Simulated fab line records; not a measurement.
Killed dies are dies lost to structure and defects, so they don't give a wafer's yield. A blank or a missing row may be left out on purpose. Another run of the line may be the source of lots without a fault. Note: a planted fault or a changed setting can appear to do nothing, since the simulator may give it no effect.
Problem report in the 8D (eight disciplines) form, filled by code + flow sky130 + the parts of the form that need people (team, actions taken, sign-off) are left out

1. WHAT WENT WRONG
At SKY_PAD_OPEN_PROBE_99, killedAtContacts averages 69 over 6 wafers from 2 lots, while fault-free wafers read 23, standard deviation 5.5. Relative to the usual mean, that is a shift of +8.4 standard deviations.
Seen first at day 50 07:03 on prober-02, wafer L179.1. Wafers with a number at this step in the record: 39, from 13 lots. By rule, "out" or "out of limits" means more than 4 standard deviations away from the usual mean. The rest of the wafers with a number are treated as sound.

2. WHAT IT IS AND WHAT IT IS NOT
| question                    | is                     | is not                                                                            |
|-----------------------------|------------------------|-----------------------------------------------------------------------------------|
| which readings at this step | killedAtContacts       | killed_at_M0_to_M3, killed_at_M4_up, killedAtFrontEnd, killedAtOther, killedShort |
| which lots                  | L179, L180             | L160, L162, L164, L165, L166, L167, L168, L170, L171, L172, L182                  |
| which wafers of those lots  | all that have a number | -                                                                                 |
| read on which tools         | prober-02              | prober-01                                                                         |
| when                        | from day 50 07:03      | up to then (30 sound wafers); but 3 sound wafers of L182 came after               |

3. WHAT RULES OUT EACH SUSPECT
Counting: a tool at any process step up to the reading remains a suspect when it ran all the lots that are out and ran no sound lot after the first of those.
- wetBench-03 at SKY_CONTACT_STRIP_20 (strips in post etch residue remover, time 1200 s): kept. It ran every lot that is out, first L179 (day 37 21:50), and no sound lot after that; its last sound lot up to then is L171 (day 35 10:14).
- cmp-02 at SKY_VIA4_CMP_21 (polishes, stops on SiO2, t overpolish 25 s, target thk 0 nm): ruled out as a lasting fault. Following L179 (day 47 22:51), the first lot on it that is out, the sound lots L182 were run on it.
- prober-02 at SKY_PAD_OPEN_PROBE_99: kept. It ran every lot that is out, first L179 (day 50 07:03), and no sound lot after that; its last sound lot up to then is L171 (day 48 14:49). On those wafers its own readings are out: killedAtContacts.
Left after counting: wetBench-03 at SKY_CONTACT_STRIP_20, prober-02 at SKY_PAD_OPEN_PROBE_99.

4. THE CAUSE (what the simulator had put in)
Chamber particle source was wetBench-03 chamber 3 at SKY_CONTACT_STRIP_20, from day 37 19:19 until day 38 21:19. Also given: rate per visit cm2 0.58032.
Of the 2 suspects that counting leaves, this tool is one.

5. THE EFFECT CHAIN, in route order
Each row: a reading whose mean over the struck wafers that have a number lies more than 3 standard deviations from the usual. Scope: only readings with a usual standard deviation given in the record; hours: median across lots of the time from each lot's start at the first step in this table that gives one to its start at this step; sigmas: change in usual standard deviations.
| hours | step                  | reading          | usual | on struck wafers | change | sigmas |
|-------|-----------------------|------------------|-------|------------------|--------|--------|
| 0     | SKY_PAD_OPEN_PROBE_99 | killedAtContacts | 23    | 69               | +46    | +8.4   |
| 0     | SKY_PAD_OPEN_PROBE_99 | killedDies       | 85    | 133              | +48    | +4.8   |
The process steps in it:
- SKY_PAD_OPEN_PROBE_99

6. HOW IT WOULD HAVE BEEN CAUGHT EARLIER
300 hours passed between the start of the fault at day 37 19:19 and the first reading out of limits in this record, taken at day 50 07:03.
Tool readings at SKY_CONTACT_STRIP_20 with a usual standard deviation given in the record: none out on any struck wafer, hence no alarm at a limit of 4 standard deviations on them.
By day 50 07:03, every lot that is out (2) had started SKY_CONTACT_STRIP_20 on wetBench-03. Tool hold at that time: it would have spared none of them.
